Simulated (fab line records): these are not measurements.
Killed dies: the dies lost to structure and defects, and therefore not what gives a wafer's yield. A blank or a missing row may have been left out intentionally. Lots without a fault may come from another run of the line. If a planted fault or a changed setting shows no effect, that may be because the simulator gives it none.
A struck lot beside a sound one + flow sfq_line + 21 out of 325 route steps
Sound: the wafers L502.2, L502.3, L502.4. The struck wafers were L495.3, L495.4, L495.5. The cause is named last.
Per side, at each step with rows, come the tool, then ch with its chambers, and then its first start. Under that, the readings that differ: sound wafers + struck wafers + difference of the means + sigmas: that difference in standard deviations of wafers without a fault.
alike: same words and numbers on both sides, and readings whose means sit less than 2 such deviations apart. not compared: any withheld reading, any reading some wafer has no value for, any bound like >300 that may hide the same value, and any number with overlapping values for which the record gives no deviation.
Wherever a step has rows on one side only, a row that says differs or no value, or a row with sigmas, the two part there. When numbers do not overlap yet have no deviation, they are printed without sigmas and do not part them. A reading missing from all wafers of one side parts the sides only when that side holds two or more wafers.

SFQ_TRILAYER_I4_VIA_BARC_OPEN_VIA_ETCH_146: etches BARC in O2, target depth 125 nm, time 41.7 s.
  sound on rie_diel-03 ch 0,1,3, day 52 14:34; struck on rie_diel-04 ch 0,3, day 42 11:29
  alike: drypump_motor_current_A, oes_product_au
  not compared: rf_hours_counter_h
SFQ_TRILAYER_I4_VIA_ETCH_VIA_ETCH_106: etches SiO2 in CHF3, stops on Nb, target depth 260 nm.
  sound on rie_diel-03 ch 0,1,3, day 52 14:36; struck on rie_diel-04 ch 0,3, day 42 11:32
  alike: drypump_motor_current_A, oes_product_au
then, 4 steps without rows for these wafers: SFQ_TRILAYER_I4_VIA_STRIP_STRIP_107 (strips in O2); SFQ_TRILAYER_I4_VIA_STRIP_SOLV_CLEAN_108 (cleans in NMP, time 600 s); SFQ_TRILAYER_JJ_TRILAYER_DEP_PRE_CLEAN_113 (time 22.5 s); SFQ_TRILAYER_JJ_TRILAYER_DEP_SPUTTER_109 (material Nb, target thk 150 nm, time 100 s).
SFQ_TRILAYER_JJ_TRILAYER_DEP_SPUTTER_110: material Al, target thk 8 nm, time 10 s.
  struck on pvd_sputter-06, day 42 12:31; sound on pvd_sputter-03, day 52 15:35
  alike: throttle_valve_pct
then, 2 steps without rows for these wafers: SFQ_TRILAYER_JJ_TRILAYER_DEP_AL_OXIDATION_111 (oxidation time 600 s); SFQ_TRILAYER_JJ_TRILAYER_DEP_SPUTTER_112 (material Nb, target thk 170 nm, time 113.3 s).
SFQ_JJ_RS_MEAS_929: measures by four-point-probe.
  struck on film_metro-01, day 42 13:40; sound on film_metro-01, day 52 16:43
| reading           | sound             | struck            | difference | sigmas |
|-------------------|-------------------|-------------------|------------|--------|
| JJ_NB_RS (ohm/sq) | 1.057 1.063 1.060 | 1.037 1.036 1.045 | -0.021     | -2     |
then, 1 step without rows for these wafers: SFQ_TRILAYER_JJ_CE_LITHO_COAT_119 (resist thk 62 nm).
SFQ_TRILAYER_JJ_CE_LITHO_COAT_114: resist thk 600 nm.
  sound on litho_track-03 ch 0, day 52 17:13; struck on litho_track-03 ch 0, day 42 14:12
| reading                                                | sound                | struck               | difference | sigmas      |
|--------------------------------------------------------|----------------------|----------------------|------------|-------------|
| spin_speed_rpm (rpm)                                   | 3001.6 3003.5 3000.2 | 2757.5 2756.9 2761.2 | -243.2     | -99 or more |
| model.KrF_of_TRILAYER_JJ_CE_LITHO_COAT_114.thk_nm (nm) | 601.9 601.1 600.3    | 622.9 623.7 622.5    | +21.9      |             |
then, 4 steps without rows for these wafers: SFQ_TRILAYER_JJ_CE_LITHO_SOFTBAKE_118; SFQ_TRILAYER_JJ_CE_LITHO_EXPOSE_115 (exposes mask J5, target cd 700 nm); SFQ_TRILAYER_JJ_CE_LITHO_PEB_117 (peb time 60 s); SFQ_TRILAYER_JJ_CE_LITHO_DEVELOP_116 (time 60 s).
-- the record jumps here: 6 days lie between the struck wafers' starts before and after --
SFQ_JJ_OVL_MEAS_931:
  struck on overlay-02, day 48 12:50; sound on overlay-02, day 58 09:48
| reading     | sound     | struck | difference | sigmas |
|-------------|-----------|--------|------------|--------|
| J5_OVL (nm) | -8 -8 -15 | 4 -2 2 | +12        | +2     |
SFQ_TRILAYER_JJ_CE_METRO_MEASURE_117:
  struck on cd_sem-01, day 48 13:16; sound on cd_sem-02, day 58 10:02
| reading    | sound             | struck            | difference | sigmas |
|------------|-------------------|-------------------|------------|--------|
| cd_nm (nm) | 699.4 700.5 700.0 | 701.9 703.0 702.6 | +2.5       | +3     |
SFQ_TRILAYER_JJ_CE_BARC_OPEN_RIE_150: chemistry O2, target BARC, target depth 240 nm, time 80 s.
  sound on rie_metal-03 ch 0,1, day 58 11:02; struck on rie_metal-02 ch 0,1, day 48 14:06
  alike: drypump_motor_current_A, oes_product_au
  not compared: rf_hours_counter_h
SFQ_TRILAYER_JJ_CE_ETCH_RIE_118: chemistry SF6, target Nb, stops on Al2O3, time 97.7 s, target depth 170 nm.
  sound on rie_metal-03 ch 0,1, day 58 11:07; struck on rie_metal-02 ch 0,1, day 48 14:14
| reading                                                | sound           | struck            | difference | sigmas |
|--------------------------------------------------------|-----------------|-------------------|------------|--------|
| model.KrF_of_TRILAYER_JJ_CE_LITHO_COAT_114.thk_nm (nm) | 478 477.7 477.8 | 500.6 501.1 500.5 | +22.9      |        |
  alike: drypump_motor_current_A, oes_product_au
  not compared: rf_hours_counter_h
next, for these wafers, 1 step has no rows: SFQ_TRILAYER_JJ_ANODIZE_ANODIZE_119.

== WHERE THEY PART ==
Last at SFQ_TRILAYER_JJ_CE_METRO_MEASURE_117 as far as this record goes, first at SFQ_JJ_RS_MEAS_929. Later steps at which nothing parts them and some readings are alike: SFQ_TRILAYER_JJ_CE_BARC_OPEN_RIE_150, SFQ_TRILAYER_JJ_CE_ETCH_RIE_118.

WHY: what had been put in by the simulator
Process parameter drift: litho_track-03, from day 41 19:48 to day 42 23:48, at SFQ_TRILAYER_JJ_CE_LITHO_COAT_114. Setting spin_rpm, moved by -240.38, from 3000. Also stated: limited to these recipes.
